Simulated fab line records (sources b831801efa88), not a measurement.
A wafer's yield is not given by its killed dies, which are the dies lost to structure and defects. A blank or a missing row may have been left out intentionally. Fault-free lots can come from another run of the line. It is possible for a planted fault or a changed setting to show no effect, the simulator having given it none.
The tool behind it: which one?	flow sky130	Sampling: 12 lots, 36 wafers, 4 of 708 route steps

WHAT THE GAUGES READ, wafer by wafer
SKY_FIELD_ISO_BOW_MEAS_00. Usual: INCOMING_BOW 0 um, standard deviation 7.2.
lot	measured	on	INCOMING_BOW (um)	flag
L973	day 1 10:01	film_metro-04	-2 -9 -8	
L974	day 1 15:00	film_metro-02	1 -5 8	
L975	day 1 20:01	film_metro-02	-1 -5 4	
L976	day 2 01:00	film_metro-02	-6 7 10	
L983	day 3 12:02	film_metro-03	-24 10 0	
L986	day 4 03:00	film_metro-04	2 18 0	
L987	day 4 08:01	film_metro-03	-10 3 1	
L988	day 4 13:04	film_metro-04	1 -13 0	
L990	day 4 23:02	film_metro-03	-5 1 3	
L991	day 5 04:01	film_metro-04	-9 12 0	
L993	day 5 14:00	film_metro-02	-1 -2 -5	
L995	day 6 00:02	film_metro-04	1 2 4	

SKY_NWELL_OVL_MEAS_23. Usual: NWELL_01_OVL 0.2 nm, standard deviation 1.3.
lot	measured	on	NWELL_01_OVL (nm)	flag
L973	day 5 08:23	overlay-01	2.0 2.6 3.1	
L974	day 5 14:26	overlay-02	0.2 0.3 -0.2	
L975	day 6 03:07	overlay-02	1.4 1.6 -0.4	
L976	day 6 05:19	overlay-01	1.3 0.8 0.0	
L983	day 7 20:58	overlay-01	-0.3 0.3 -1.0	
L986	day 8 15:56	overlay-01	-1.5 -2.5 -0.7	
L987	day 9 00:14	overlay-02	-1.2 0.2 -0.7	
L988	day 9 14:17	overlay-02	0.4 1.5 1.6	
L990	day 9 16:43	overlay-02	0.0 1.7 0.5	
L991	day 10 00:01	overlay-02	2.7 2.4 0.8	
L993	day 10 12:19	overlay-01	0.3 -1.5 2.1	
L995	day 10 18:50	overlay-02	-0.1 1.0 0.6	

SKY_VT_ADJUST_LVTN_TW_MEAS_10. Usual: VT_ADJUST_LVTN_TW 240.9, standard deviation 2.3.
lot	measured	on	VT_ADJUST_LVTN_TW	flag
L973	day 6 21:22	film_metro-01	244.3 244.5 244.5	
L974	day 7 04:32	film_metro-04	294.6 293.5 294.3	OFF
L975	day 7 18:56	film_metro-01	296.8 297.7 295.8	OFF
L976	day 7 21:36	film_metro-02	240.4 241.0 241.0	
L983	day 9 16:47	film_metro-04	292.9 294.3 294.5	OFF
L986	day 10 12:19	film_metro-02	239.1 240.4 240.4	
L987	day 10 21:28	film_metro-01	243.7 244.2 244.6	
L988	day 11 12:26	film_metro-01	242.4 243.3 242.8	
L990	day 11 15:37	film_metro-01	242.6 243.2 242.4	
L991	day 11 23:11	film_metro-01	242.1 243.4 242.2	
L993	day 12 12:30	film_metro-04	241.0 241.5 239.5	
L995	day 12 19:17	film_metro-01	243.3 242.4 243.9	

TOOL THAT RAN EACH LOT (tool first, then ch and the chambers of the sampled wafers, then the start)
lot	SKY_VT_ADJUST_LVTN_IMPLANT_08
L973	implanter-02 ch 0, day 6 21:08
L974	implanter-01 ch 0, day 7 03:58
L975	implanter-03 ch 0, day 7 18:14
L976	implanter-03 ch 0, day 7 21:21
L983	implanter-03 ch 0, day 9 16:15
L986	implanter-02 ch 0, day 10 12:04
L987	implanter-02 ch 0, day 10 21:13
L988	implanter-01 ch 0, day 11 12:14
L990	implanter-02 ch 0, day 11 15:24
L991	implanter-02 ch 0, day 11 22:56
L993	implanter-03 ch 0, day 12 12:15
L995	implanter-02 ch 0, day 12 19:04
- SKY_VT_ADJUST_LVTN_IMPLANT_08

AS READ BY THE TOOLS THEMSELVES (means over the sampled wafers that have a number; for cases with no such wafer, the mark the record gives instead)
SKY_VT_ADJUST_LVTN_IMPLANT_08. Usual: dose_ions_cm2 at 1.5707e+12, with a standard deviation of 1.7e+09.
lot	tool	dose_ions_cm2	flag
L973	implanter-02	1.5707e+12	
L974	implanter-01	1.5699e+12	
L975	implanter-03	1.5701e+12	
L976	implanter-03	1.5692e+12	
L983	implanter-03	1.5690e+12	
L986	implanter-02	1.5691e+12	
L987	implanter-02	1.5709e+12	
L988	implanter-01	1.5733e+12	
L990	implanter-02	1.5709e+12	
L991	implanter-02	1.5684e+12	
L993	implanter-03	1.5712e+12	
L995	implanter-02	1.5724e+12	

THE ANSWER, worked out from the rows above alone
Rule: lot off if the mean of its wafers having a number is beyond 3 standard deviations from the usual mean. Also off: a lot with no number at a reading for which 4 or more lots have one. Where the step has rows for the other lots, those lots are counted as sound. After the gauges, taken in route order, come the tools' own readings; for these a lot's mean is taken, as printed above. At the first step where some lot is off, the reading lying furthest off is the one used; lots without a number count as furthest.
Off: L974, L975, L983, at SKY_VT_ADJUST_LVTN_TW_MEAS_10 (VT_ADJUST_LVTN_TW).
A tool fits if, at a process step before that reading, it ran every lot that is off, and no sound lot after the first of them. The gauges at SKY_VT_ADJUST_LVTN_TW_MEAS_10 are tried like those tools. No candidate that was tried fits.

WHAT THE SIMULATOR HAD INSERTED
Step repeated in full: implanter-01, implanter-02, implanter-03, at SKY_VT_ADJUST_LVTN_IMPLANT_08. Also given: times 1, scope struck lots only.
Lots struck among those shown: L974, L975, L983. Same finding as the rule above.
